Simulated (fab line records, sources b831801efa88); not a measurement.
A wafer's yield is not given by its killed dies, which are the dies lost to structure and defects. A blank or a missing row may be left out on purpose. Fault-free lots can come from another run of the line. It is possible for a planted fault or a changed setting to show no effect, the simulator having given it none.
fab line records -- flow sky130
[record] lots = 12, wafers = 36, last-day = 50
route steps=708 shown VT_ADJUST_PCH@151 LI_CONTACT@364 LOCAL_INTERCONNECT@398
lots that met no fault: from a run of the same line without faults
start-h: hours from the record's opening day to when the first of the lot's shown wafers began -- wait-h: time in hours since the lot's previous step -- " as in the row above -- L1.1+2: several wafers, shown together as one row -- - no value present, or no start provided -- * or withheld: withheld -- < > ~ a bound
route shown NAME@n: NAME is a module with steps in the file, n the number in the route of the first one -- usual: mean/standard deviation of fault-free wafers -- same: alike in all rows -- chamber/n: place in a boat -- sites: per-site readings -- _std_site: standard deviation across them -- _edge_site: inner sites' mean taken away from outer sites' mean -- radius-mm: for every site, how far away it sits from the centre of the wafer -- mask NAME#n: copy n -- behind: tool/chamber where the wafer was last shaped -- hold: reason for holding the lot/hours on hold/outcome of the hold -- device: which transistor (n, p or np) failed to switch -- end of line: the route-end tests of the same wafers -- a step given without rows: its recipe and nothing more -- killed: dies that structure and defects cost at the first sort, which is not the same as the wafer's yield -- map: shows each die of a wafer: x if killed, . if not, _ if none is there
set.NAME: setting as actually run; set.NAME@STEP: the setting as run at that earlier step -- model.NAME: the simulator's own value behind a step, which no gauge read
the route's steps for a sample of lots (tables are steps, rows are wafers)
services: when a tool's chamber went out of use (start-h, in hours from the record's first day, below 0 if earlier), for how many hours, and the reason
[[steps]]
[step SKY_VT_ADJUST_PCH_IMPLANT_08]
[recipe] species = B, energy-kev = 10, dose-cm2 = 5e+11, tilt-deg = withheld
[usual] beam-energy-keV = 9.999/0.0031, dose-ions-cm2 = 5e+11/5.8e+08, faraday-current-uA = 2.82/0.058
lot.wafer,tool,chamber,start-h,wait-h,beam-energy-keV,dose-ions-cm2,faraday-current-uA
L384.2,implanter-04,0,225.61,0.0,10.002,5.01e+11,2.79
L384.3,implanter-04,0,225.61,0.0,9.997,5.013e+11,2.80
L384.4,implanter-04,0,225.61,0.0,10.001,5.009e+11,2.84
L385.3,implanter-03,0,227.91,0.1,9.995,5.002e+11,2.93
L385.4,implanter-03,0,227.91,0.1,9.999,5.004e+11,2.87
L385.5,implanter-03,0,227.91,0.1,10.000,5.001e+11,2.88
L386.1,implanter-04,0,238.29,0.0,10.003,4.996e+11,2.78
L386.2,implanter-04,0,238.29,0.0,10.000,5e+11,2.83
L386.6,implanter-04,0,238.29,0.0,9.999,4.995e+11,2.81
L389.2,implanter-03,0,287.37,0.0,10.002,3.248e+11,1.84
L389.5,implanter-03,0,287.37,0.0,9.998,3.258e+11,1.79
L389.6,implanter-03,0,287.37,0.0,10.000,3.25e+11,1.86
L392.2,implanter-03,0,291.82,0.0,10.001,3.268e+11,1.89
L392.5,implanter-03,0,291.82,0.0,10.005,3.265e+11,1.88
L392.6,implanter-03,0,291.82,0.0,10.005,3.255e+11,1.82
L398.1,implanter-01,0,343.75,0.0,9.994,4.995e+11,2.85
L398.4,implanter-01,0,343.75,0.0,9.999,4.993e+11,2.84
L398.5,implanter-01,0,343.75,0.0,9.994,4.996e+11,2.83
L399.2,implanter-03,0,359.48,0.0,10.003,5.006e+11,2.76
L399.5,implanter-03,0,359.48,0.0,9.995,4.999e+11,2.72
L399.6,implanter-03,0,359.48,0.0,9.997,4.998e+11,2.88
L402.3,implanter-01,0,374.95,0.1,9.999,4.999e+11,2.88
L402.4,implanter-01,0,374.95,0.1,10.005,5.008e+11,2.86
L402.5,implanter-01,0,374.95,0.1,9.999,5.002e+11,2.82
L400.1,implanter-04,0,375.03,0.0,10.002,5.011e+11,2.87
L400.5,implanter-04,0,375.03,0.0,10.000,5.009e+11,2.89
L400.6,implanter-04,0,375.03,0.0,9.997,5.009e+11,2.85
L401.1,implanter-04,0,376.16,0.0,9.995,5e+11,2.86
L401.3,implanter-04,0,376.16,0.0,10.000,4.992e+11,2.78
L401.5,implanter-04,0,376.16,0.0,9.995,4.989e+11,2.87
L403.2,implanter-03,0,389.98,0.0,9.996,4.996e+11,2.82
L403.3,implanter-03,0,389.98,0.0,9.998,5.008e+11,2.89
L403.4,implanter-03,0,389.98,0.0,10.001,5.004e+11,2.84
L405.3,implanter-03,0,402.80,0.1,9.997,4.998e+11,2.73
L405.4,implanter-03,0,402.80,0.1,9.998,5e+11,2.92
L405.5,implanter-03,0,402.80,0.1,9.997,4.998e+11,2.77
[step SKY_VT_ADJUST_PCH_TW_MEAS_10]
[usual] VT_ADJUST_PCH_TW = 142.8/0.88
lot.wafer,tool,chamber,start-h,wait-h,VT_ADJUST_PCH_TW
L384.2,film-metro-04,-,225.85,0.1,143.0
L384.3,film-metro-04,-,225.85,0.1,143.9
L384.4,film-metro-04,-,225.85,0.1,143.2
L385.3,film-metro-03,-,228.13,0.1,141.6
L385.4,film-metro-03,-,228.13,0.1,141.3
L385.5,film-metro-03,-,228.13,0.1,141.6
L386.1,film-metro-03,-,238.54,0.1,141.2
L386.2,film-metro-03,-,238.54,0.1,141.1
L386.6,film-metro-03,-,238.54,0.1,140.8
L389.2,film-metro-04,-,287.61,0.1,129.1
L389.5,film-metro-04,-,287.61,0.1,127.8
L389.6,film-metro-04,-,287.61,0.1,127.9
L392.2,film-metro-02,-,292.06,0.1,127.9
L392.5,film-metro-02,-,292.06,0.1,128.0
L392.6,film-metro-02,-,292.06,0.1,128.6
L398.1,film-metro-04,-,344.00,0.1,143.3
L398.4,film-metro-04,-,344.00,0.1,144.0
L398.5,film-metro-04,-,344.00,0.1,143.0
L399.2,film-metro-03,-,359.72,0.1,141.7
L399.5,film-metro-03,-,359.72,0.1,141.7
L399.6,film-metro-03,-,359.72,0.1,142.2
L402.3,film-metro-02,-,375.17,0.1,142.3
L402.4,film-metro-02,-,375.17,0.1,143.0
L402.5,film-metro-02,-,375.17,0.1,142.8
L400.1,film-metro-03,-,375.35,0.1,141.7
L400.5,film-metro-03,-,375.35,0.1,142.5
L400.6,film-metro-03,-,375.35,0.1,141.2
L401.1,film-metro-03,-,376.41,0.1,141.6
L401.3,film-metro-03,-,376.41,0.1,142.2
L401.5,film-metro-03,-,376.41,0.1,142.6
L403.2,film-metro-02,-,390.22,0.1,143.9
L403.3,film-metro-02,-,390.22,0.1,143.6
L403.4,film-metro-02,-,390.22,0.1,143.5
L405.3,film-metro-04,-,403.02,0.1,142.3
L405.4,film-metro-04,-,403.02,0.1,143.1
L405.5,film-metro-04,-,403.02,0.1,142.0
[step SKY_LI_CONTACT_CMP_02]
[recipe] material = PSG, down-force-psi = 4, platen-rpm = 60, pad-velocity-m-s = 0.94248
[usual] motor-current-A = 11.8/1, time-to-endpoint-s = 33.2/2.5
lot.wafer,tool,chamber,start-h,wait-h,motor-current-A,time-to-endpoint-s
L384.4,cmp-01,0,641.50,0.0,13.0,36.3
L384.3,cmp-01,1,641.50,0.0,11.0,35.7
L384.2,cmp-01,3,641.50,0.0,11.3,35.9
L385.4,cmp-02,1,649.99,0.1,11.0,28.3
L385.3,cmp-02,2,649.99,0.1,12.4,31.7
L385.5,cmp-02,0,649.99,0.1,12.0,31.4
L386.2,cmp-01,2,658.73,0.1,13.5,34.7
L386.1,cmp-01,3,658.73,0.1,11.0,35.5
L386.6,cmp-01,1,658.73,0.1,10.9,31.1
L389.2,cmp-01,0,716.84,0.2,12.7,33.6
L389.5,cmp-01,1,716.84,0.2,10.3,32.3
L389.6,cmp-01,2,716.84,0.2,13.9,35.9
L392.2,cmp-02,0,721.59,0.0,11.5,36.7
L392.6,cmp-02,0,721.59,0.0,11.2,35.3
L392.5,cmp-02,1,721.59,0.0,11.0,32.8
L398.4,cmp-01,1,770.04,0.1,11.0,30.6
L398.1,cmp-01,3,770.04,0.1,11.4,32.0
L398.5,cmp-01,2,770.04,0.1,13.4,30.6
L399.2,cmp-02,1,794.18,0.1,10.7,32.0
L399.6,cmp-02,3,794.18,0.1,11.3,33.7
L399.5,cmp-02,0,794.18,0.1,11.8,32.6
L402.4,cmp-01,0,805.15,0.1,13.2,32.0
L402.3,cmp-01,1,805.15,0.1,11.0,34.2
L402.5,cmp-01,2,805.15,0.1,13.1,34.8
L401.1,cmp-01,1,805.43,0.1,11.0,33.4
L401.3,cmp-01,2,805.43,0.1,14.0,34.2
L401.5,cmp-01,1,805.43,0.1,11.0,34.1
L400.1,cmp-01,2,806.09,0.1,13.3,30.8
L400.6,cmp-01,2,806.09,0.1,13.8,30.4
L400.5,cmp-01,3,806.09,0.1,11.9,32.5
L403.4,cmp-01,1,816.43,0.0,10.6,28.9
L403.3,cmp-01,3,816.43,0.0,11.2,31.5
L403.2,cmp-01,0,816.43,0.0,12.7,28.8
L405.4,cmp-02,0,830.13,0.1,11.1,31.7
L405.3,cmp-02,1,830.13,0.1,10.8,30.0
L405.5,cmp-02,2,830.13,0.1,12.3,33.2
[step SKY_LOCAL_INTERCONNECT_CD_MEAS_11]
[recipe] target-cd-nm = 170
[usual] cd-nm = 170.7/1.3
lot.wafer,tool,chamber,start-h,wait-h,cd-nm
L384.2,cd-sem-02,-,697.97,-,169.6
L384.3,cd-sem-02,-,697.97,-,168.8
L384.4,cd-sem-02,-,697.97,-,170.2
L385.3,cd-sem-02,-,708.41,-,168.9
L385.4,cd-sem-02,-,708.41,-,169.8
L385.5,cd-sem-02,-,708.41,-,167.1
L386.1,cd-sem-02,-,715.32,-,170.0
L386.2,cd-sem-02,-,715.32,-,171.7
L386.6,cd-sem-02,-,715.32,-,172.3
L389.2,cd-sem-02,-,772.45,-,170.1
L389.5,cd-sem-02,-,772.45,-,171.5
L389.6,cd-sem-02,-,772.45,-,169.2
L392.2,cd-sem-01,-,777.88,-,169.6
L392.5,cd-sem-01,-,777.88,-,170.4
L392.6,cd-sem-01,-,777.88,-,169.8
L398.1,cd-sem-01,-,824.17,-,170.1
L398.4,cd-sem-01,-,824.17,-,168.9
L398.5,cd-sem-01,-,824.17,-,170.8
L399.2,cd-sem-01,-,847.42,-,171.2
L399.5,cd-sem-01,-,847.42,-,170.6
L399.6,cd-sem-01,-,847.42,-,170.9
L402.3,cd-sem-01,-,859.20,-,167.9
L402.4,cd-sem-01,-,859.20,-,167.9
L402.5,cd-sem-01,-,859.20,-,168.2
L401.1,cd-sem-01,-,859.37,-,172.2
L401.3,cd-sem-01,-,859.37,-,171.1
L401.5,cd-sem-01,-,859.37,-,172.0
L400.1,cd-sem-02,-,859.81,-,172.0
L400.5,cd-sem-02,-,859.81,-,170.2
L400.6,cd-sem-02,-,859.81,-,171.6
L403.2,cd-sem-01,-,870.59,-,171.4
L403.3,cd-sem-01,-,870.59,-,172.3
L403.4,cd-sem-01,-,870.59,-,171.2
L405.3,cd-sem-01,-,884.04,-,171.6
L405.4,cd-sem-01,-,884.04,-,171.2
L405.5,cd-sem-01,-,884.04,-,169.9
[step SKY_LOCAL_INTERCONNECT_ETCH_13]
[recipe] chemistry = N2/H2, target = BARC, ion-energy-ev = 200, bias-w = 100, pressure-mtorr = 30, n2-flow-sccm = 100, h2-flow-sccm = 200, icp-w = 500, stop-on = SiO2, time-s = 45.9, target-depth-a = 600
[usual] bias-w = 100.0/0.31, drypump-motor-current-A = 5.6/0.49, oes-product-au = 0.855/0.0043, throttle-valve-pct = 13.225/0.0084
lot.wafer,tool,chamber,start-h,wait-h,bias-w,drypump-motor-current-A,oes-product-au,rf-hours-counter-h,throttle-valve-pct
L384.2,rie-metal-03,0,698.10,0.0,100.2,5.4,0.856,13,13.222
L384.3,rie-metal-03,1,698.10,0.0,99.6,6.3,0.856,-,13.225
L384.4,rie-metal-03,0,698.10,0.0,100.1,5.4,0.854,-,13.226
L385.3,rie-metal-02,1,708.55,0.0,100.2,5.1,0.858,-,13.230
L385.4,rie-metal-02,0,708.55,0.0,100.1,4.9,0.858,-,13.227
L385.5,rie-metal-02,1,708.55,0.0,100.5,5.1,0.849,-,13.229
L386.1,rie-metal-03,1,715.48,0.0,99.8,6.3,0.853,12,13.221
L386.2,rie-metal-03,1,715.48,0.0,100.1,6.3,0.852,-,13.230
L386.6,rie-metal-03,1,715.48,0.0,99.5,6.3,0.852,-,13.221
L389.2,rie-metal-04,1,772.59,0.0,100.1,6.0,0.854,14,13.217
L389.5,rie-metal-04,0,772.59,0.0,100.2,5.7,0.858,-,13.237
L389.6,rie-metal-04,1,772.59,0.0,99.9,6.0,0.855,-,13.232
L392.2,rie-metal-03,1,778.04,0.0,100.0,6.3,0.853,-,13.224
L392.5,rie-metal-03,1,778.04,0.0,100.1,6.3,0.858,-,13.213
L392.6,rie-metal-03,1,778.04,0.0,100.4,6.3,0.861,-,13.241
L398.1,rie-metal-02,0,824.33,0.0,99.6,4.9,0.852,2,13.238
L398.4,rie-metal-02,0,824.33,0.0,99.7,4.9,0.852,-,13.224
L398.5,rie-metal-02,0,824.33,0.0,99.9,4.9,0.853,-,13.221
L399.2,rie-metal-03,0,847.58,0.0,99.5,5.4,0.849,-,13.237
L399.5,rie-metal-03,0,847.58,0.0,100.1,5.4,0.854,-,13.223
L399.6,rie-metal-03,0,847.58,0.0,100.0,5.4,0.855,-,13.235
L402.3,rie-metal-04,1,859.34,0.0,100.3,6.0,0.855,-,13.216
L402.4,rie-metal-04,0,859.34,0.0,100.1,5.7,0.852,-,13.228
L402.5,rie-metal-04,0,859.34,0.0,100.2,5.7,0.854,-,13.215
L401.1,rie-metal-03,0,859.53,0.0,100.0,5.5,0.848,4,13.224
L401.3,rie-metal-03,0,859.53,0.0,99.8,5.4,0.857,-,13.218
L401.5,rie-metal-03,0,859.53,0.0,99.7,5.4,0.854,-,13.224
L400.1,rie-metal-02,1,859.97,0.0,100.1,5.1,0.858,1,13.238
L400.5,rie-metal-02,1,859.97,0.0,99.9,5.1,0.855,-,13.222
L400.6,rie-metal-02,1,859.97,0.0,99.7,5.1,0.847,-,13.210
L403.2,rie-metal-02,1,870.75,0.0,100.3,5.1,0.861,-,13.211
L403.3,rie-metal-02,1,870.75,0.0,99.9,5.1,0.858,-,13.221
L403.4,rie-metal-02,1,870.75,0.0,99.8,5.1,0.858,-,13.234
L405.3,rie-metal-02,1,884.20,0.1,99.9,5.1,0.862,-,13.223
L405.4,rie-metal-02,1,884.20,0.1,100.4,5.1,0.852,-,13.226
L405.5,rie-metal-02,1,884.20,0.1,100.1,5.1,0.859,-,13.223
[[services]]
tool,chamber,start-h,hours,kind
implanter-03,-,306.61,3.5,pm
cmp-01,-,311.27,1.1,repair
implanter-03,-,346.06,2.9,repair
cmp-01,-,355.72,2.3,repair
cmp-01,-,373.65,1.9,repair
cmp-01,-,404.00,4.0,pm
implanter-03,-,407.28,0.8,repair
implanter-03,-,433.33,6.9,repair
cmp-01,-,464.43,1.2,repair
implanter-03,-,469.23,0.6,repair
cmp-01,-,492.58,6.5,pm
implanter-03,-,525.74,0.8,repair
cmp-01,-,551.57,0.3,repair
implanter-03,-,587.21,2.6,repair
cmp-01,-,596.92,1.7,repair
cmp-01,-,608.99,0.3,repair
implanter-03,-,640.39,2.4,repair
cmp-01,-,645.93,4.2,pm
implanter-03,-,649.84,1.5,repair
implanter-03,-,668.44,4.0,repair
cmp-01,-,744.00,4.0,pm
cmp-01,-,746.87,5.5,repair
implanter-03,-,795.54,4.8,pm
cmp-01,-,861.58,4.8,pm
[[key]]
[first-sign] step = SKY_VT_ADJUST_PCH_IMPLANT_08, reading = dose-ions-cm2, direction = down, sigmas = 99+, usual = *, struck = *
[effect] step = SKY_VT_ADJUST_PCH_IMPLANT_08, reading = faraday-current-uA, direction = down, sigmas = 17, usual = 2.82, struck = 1.85
[effect] step = SKY_VT_ADJUST_PCH_TW_MEAS_10, reading = VT_ADJUST_PCH_TW, direction = down, sigmas = 17, usual = 142.8, struck = 128.2
met-at SKY_VT_ADJUST_PCH_IMPLANT_08
struck-lots L389,L392
tester-left-out L389,L392
not-acting-at SKY_LI_CONTACT_CMP_02,SKY_LOCAL_INTERCONNECT_CD_MEAS_11,SKY_LOCAL_INTERCONNECT_ETCH_13
onset-between 227.91 287.37
[fault] kind = process-parameter-drift, tool = implanter-03, chamber = -, onset-h = 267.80, steps = SKY_VT_ADJUST_PCH_IMPLANT_08, channel = dose-cm2, offset = *, shape = step, end-h = 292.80, acts-in = *, stated = *
// tester-left-out: of these lots the tester's yield and bins aren't shown, on N5 and GAA mostly nor the transistor test; their killed dies are dies lost to structure and defects alone, not to doping, threshold or leakage, so they don't give the yield
